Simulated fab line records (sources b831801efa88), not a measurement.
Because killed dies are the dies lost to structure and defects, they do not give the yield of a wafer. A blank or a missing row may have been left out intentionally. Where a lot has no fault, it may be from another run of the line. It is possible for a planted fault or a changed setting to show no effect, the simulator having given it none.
Struck lot and sound lot, side by side | flow gf180mcu | 27 steps out of a route of 602
Sound: these wafers, L851.3, L851.4, L851.6. Wafers struck: L852.1, L852.4, L852.5. The cause is given at the end.
Per side, at each step with rows, come the tool, then ch with its chambers, and then its first start. Under that, the readings that differ: sound wafers | struck wafers | difference of the means | sigmas: that difference in standard deviations of wafers without a fault.
alike: words and numbers the same on both sides, and readings whose means are apart by under 2 such deviations; not compared: readings that were withheld, readings missing a value for some wafer, numbers with overlapping values and no deviation given by the record, and bounds like >300 which may hide the same value.
The two part at a step that has a row with sigmas, a row that says differs or no value, or rows on one side only. Numbers that have no deviation but don't overlap get no sigmas and don't part them. Lack of a reading on every wafer of one side parts them only where that side has two or more wafers.

first, 1 step without rows for these wafers: GF_VT_IMPLANT_IMPLANT_08.
GF_VT_IMPLANT_STRIP_09: strips in O2/N2.
  sound on plasma_asher-02 ch 0,1, day 7 05:59; struck on plasma_asher-02 ch 0, day 7 08:56
  alike: chamber_pressure_mTorr, drypump_motor_current_A, heater_power_w, n2_flow_sccm, oes_product_au, strip_time_to_endpoint_s
  not compared: rf_hours_counter_h
GF_VT_IMPLANT_TW_MEAS_10:
  sound on film_metro-01 at day 7 06:04; struck on film_metro-02 at day 7 09:02
  reading       | sound       | struck      | difference | sigmas
  VT_IMPLANT_TW | 561 555 555 | 565 567 569 | +10        | +3
then, 7 steps without rows for these wafers: GF_VT_IMPLANT_DEHYDRATE_11 (time 60 s); GF_VT_IMPLANT_HMDS_12 (prime time 60 s); GF_VT_IMPLANT_COAT_13 (resist thk 1000 nm); GF_VT_IMPLANT_SOFTBAKE_14 (time 60 s); GF_VT_IMPLANT_EXPOSE_15 (exposes mask Nwell LV AREA, target cd 860 nm); GF_VT_IMPLANT_PEB_16; GF_VT_IMPLANT_DEVELOP_17 (develop time 60 s).
GF_VT_IMPLANT_OVL_MEAS_18:
  sound on overlay-01 at day 7 21:40; struck on overlay-01 at day 8 00:52
  alike: VT_IMPLANT_01_OVL
following that, these wafers have no rows for 1 step: GF_VT_IMPLANT_IMPLANT_19.
GF_VT_IMPLANT_STRIP_20: strips in O2/N2.
  sound on plasma_asher-04 ch 0,1, day 7 21:52; struck on plasma_asher-03 ch 0, day 8 01:03
  no value came back on the struck wafers for any of 6 readings (chamber_pressure_mTorr (mTorr), drypump_motor_current_A (A) and others); on the sound wafers chamber_pressure_mTorr (mTorr) reads 1501.5 1500.6 1500.6
  reading                                         | sound | struck         | difference | sigmas
  model.NOVOLAK_of_VT_IMPLANT_COAT_13.thk_nm (nm) | 0 0 0 | 1002 1001 1000 | +1001      |
  not compared: rf_hours_counter_h
GF_VT_IMPLANT_TW_MEAS_21:
  sound on film_metro-02 at day 7 21:57; struck on film_metro-01 at day 8 01:09
  reading         | sound          | struck         | difference | sigmas
  VT_IMPLANT_2_TW | 1219 1221 1219 | 1202 1208 1199 | -17        | -3
then, 7 steps without rows for these wafers: GF_VT_IMPLANT_DEHYDRATE_22 (time 60 s); GF_VT_IMPLANT_HMDS_23 (prime time 60 s); GF_VT_IMPLANT_COAT_24 (resist thk 1000 nm); GF_VT_IMPLANT_SOFTBAKE_25 (time 60 s); GF_VT_IMPLANT_EXPOSE_26 (exposes mask LVPWELL HV AREA, target cd 860 nm); GF_VT_IMPLANT_PEB_27; GF_VT_IMPLANT_DEVELOP_28 (develop time 60 s).
GF_VT_IMPLANT_OVL_MEAS_29:
  sound on overlay-01 at day 8 13:43; struck on overlay-01 at day 8 17:10
  alike: VT_IMPLANT_02_OVL
following that, these wafers have no rows for 1 step: GF_VT_IMPLANT_IMPLANT_30.
GF_VT_IMPLANT_STRIP_31: strips in O2/N2.
  sound on plasma_asher-03 ch 0,1, day 8 13:55; struck on plasma_asher-03 ch 0,1, day 8 17:21
  reading                      | sound             | struck            | difference | sigmas
  strip_time_to_endpoint_s (s) | 12.67 12.67 12.62 | 27.59 27.58 27.58 | +14.93     | +99 or more
  alike: chamber_pressure_mTorr, drypump_motor_current_A, heater_power_w, n2_flow_sccm, oes_product_au
  not compared: rf_hours_counter_h
GF_VT_IMPLANT_TW_MEAS_32:
  sound on film_metro-01 at day 8 14:00; struck on film_metro-02 at day 8 17:27
  reading         | sound             | struck         | difference | sigmas
  VT_IMPLANT_3_TW | 265.7 266.0 266.0 | 30.1 30.1 30.1 | -235.8     | -99 or more
then, 1 step without rows for these wafers: GF_VT_IMPLANT_DEHYDRATE_33 (time 60 s).
-- here the record skips 22 days between the struck wafers' starts before and after, leaving off in module VT_IMPLANT and picking up in module PASSIVATION (first step shown: number 602 of the route) --
GF_PASSIVATION_PROBE_99:
  only the struck wafers here have rows in the record (prober-02, day 31 01:26); the sound ones have none

## WHERE THEY PART
At GF_VT_IMPLANT_TW_MEAS_10 first; at GF_PASSIVATION_PROBE_99 last (within this record only).

WHY: what the simulator had put in
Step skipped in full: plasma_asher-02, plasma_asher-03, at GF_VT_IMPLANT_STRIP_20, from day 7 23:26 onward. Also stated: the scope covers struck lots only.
